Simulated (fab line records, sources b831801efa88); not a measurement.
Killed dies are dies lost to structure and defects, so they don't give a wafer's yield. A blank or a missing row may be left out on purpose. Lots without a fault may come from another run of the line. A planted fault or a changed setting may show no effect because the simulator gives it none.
One fault seen from 2 desks | flow sky130 | each desk has only its own numbers; what lay behind them comes last

THE TOOL OWNER'S DESK: rie_diel-01
The tool's own readings at SKY_VIA3_ETCH_14 (etches BARC in N2/H2, stops on SiO2, time 45.9 s, target depth 60 nm): means of the sampled wafers that have a number, for each lot that ran on this tool. A lot is out of limits, marked OUT, if its mean lies more than 4 standard deviations from the usual mean; the brackets give that distance.
Columns: A = chamber_pressure_mTorr at SKY_VIA3_ETCH_14, usual 30.001 mTorr; B = drypump_motor_current_A at SKY_VIA3_ETCH_14, usual 5.6 A; C = h2_flow_sccm at SKY_VIA3_ETCH_14, usual 200.0 sccm; D = oes_product_au at SKY_VIA3_ETCH_14, usual 0.855 a.u.; E = run_length_s at SKY_VIA3_ETCH_14, usual 74.2 s; F = throttle_valve_pct at SKY_VIA3_ETCH_14, usual 13.225 %
lot  | first seen here | A      | B   | C     | D                | E               | F
L164 | day 39 08:23    | 29.983 | 5.7 | 200.5 | 0.855            | 74.0            | 13.224
L168 | day 41 04:40    | 29.990 | 6.0 | 199.5 | 0.853            | 73.8            | 13.228
L179 | day 44 04:46    | 30.006 | 5.5 | 199.4 | 0.896 (+8.4) OUT | 71.5 (-4.6) OUT | 13.239
L180 | day 44 06:58    | 29.997 | 5.5 | 199.5 | 0.897 (+8.6) OUT | 71.7 (-4.2) OUT | 13.230
This desk's finding: out of limits on L179, L180; first on L179, day 44 04:46 (oes_product_au at SKY_VIA3_ETCH_14). In limits: L164, L168.

THE METROLOGY DESK
What the gauges read, lot by lot, whatever tool the lot ran on: means of the sampled wafers that have a number. A lot is out of limits, marked OUT, if its mean lies more than 4 standard deviations from the usual mean; the brackets give that distance.
Columns: A = VIA3_BOW at SKY_VIA3_BOW_MEAS_03, usual 78 um; B = cd_nm at SKY_VIA3_CD_MEAS_12, usual 199.7 nm; C = VIA3_OVL at SKY_VIA3_OVL_MEAS_13, usual -1 nm
lot  | first seen here | A  | B     | C
L164 | day 38 06:48    | 85 | 199.2 | 2
L168 | day 40 04:08    | 93 | 199.7 | -3
L179 | day 43 05:41    | 73 | 199.6 | 3
L180 | day 43 08:52    | 62 | 201.1 | 4
L183 | day 45 12:58    | 68 | 199.3 | -6
L184 | day 45 16:07    | 72 | 199.7 | -2
This desk's finding: nothing out of limits on any of the 6 lots.

PUT TOGETHER
The tool owner's desk could have raised an alarm at day 44 04:46, on L179, L180.
The metrology desk saw nothing out of limits.
The metrology desk has L179, L180 on record, within its limits.
Of the lots named, all ran SKY_VIA3_ETCH_14 on rie_diel-01.

WHAT THE SIMULATOR HAD PUT IN
Process parameter drift: rie_diel-01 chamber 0, from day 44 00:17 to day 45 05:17, at SKY_VIA3_ETCH_14. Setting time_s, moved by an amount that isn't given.
Lots struck among those shown: L179, L180.
Hours from the fault's start to each desk's first reading out of limits: the tool owner's desk, 4.
